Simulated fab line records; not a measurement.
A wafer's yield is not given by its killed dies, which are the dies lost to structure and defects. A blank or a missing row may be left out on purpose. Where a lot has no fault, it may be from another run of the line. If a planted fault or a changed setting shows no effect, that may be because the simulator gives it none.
Which tool was responsible?	flow sfq_line	42 wafers sampled from 14 lots at 1 step of a route of 325

== WHAT THE GAUGES READ, wafer by wafer ==
SFQ_I3_OVL_MEAS_923. Usual: I3_OVL gives -4 nm (standard deviation 5.9).
lot	measured	on	I3_OVL (nm)	flag
L686	day 30 10:29	overlay-02	6 2 3	
L696	day 40 14:45	overlay-01	0 -4 1	
L697	day 41 00:11	overlay-02	-7 -6 -6	
L699	day 41 13:22	overlay-02	-14 -5 -7	
L700	day 42 02:41	overlay-02	1 6 3	
L701	day 42 13:52	overlay-01	-6 -8 -6	
L702	day 42 18:40	overlay-01	-10 -2 -4	
L703	day 43 09:11	overlay-02	-14 -16 -11	
L704	day 43 13:59	overlay-01	-1 -2 -7	
L705	day 44 00:47	overlay-02	-5 -9 -4	
L706	day 44 16:31	overlay-02	0 -1 -4	
L707	day 44 20:07	overlay-02	-4 -7 -3	
L708	day 45 06:55	overlay-01	5 1 -12	
L709	day 45 12:41	overlay-01	-15 -14 -2	

== WHICH TOOL RAN EACH LOT (tool, then ch and the chambers of the sampled wafers, then the start) ==
Before these readings, the record contains no process step.

== AS READ BY THE TOOLS THEMSELVES (means over the sampled wafers that have a number; for cases with no such wafer, the mark the record gives instead) ==
The record holds no such reading with a usual standard deviation.

== THE ANSWER, worked out from the rows above alone ==
Rule: a lot counts as off when the mean over its wafers that have a number is more than 3 standard deviations away from the usual mean. A lot without any number at a reading at which 4 lots or more have one is off too. Where the step has rows for the other lots, those lots are counted as sound. Order of review: gauges by route order, followed by the tools' own readings, for which a lot's mean as printed above is used. The first step at which some lot is off is used, and at that step the reading that is off furthest; a lot without a number counts as furthest.
No lot is off at any reading shown: from this, nothing can be told.

== WHAT THE SIMULATOR PUT IN ==
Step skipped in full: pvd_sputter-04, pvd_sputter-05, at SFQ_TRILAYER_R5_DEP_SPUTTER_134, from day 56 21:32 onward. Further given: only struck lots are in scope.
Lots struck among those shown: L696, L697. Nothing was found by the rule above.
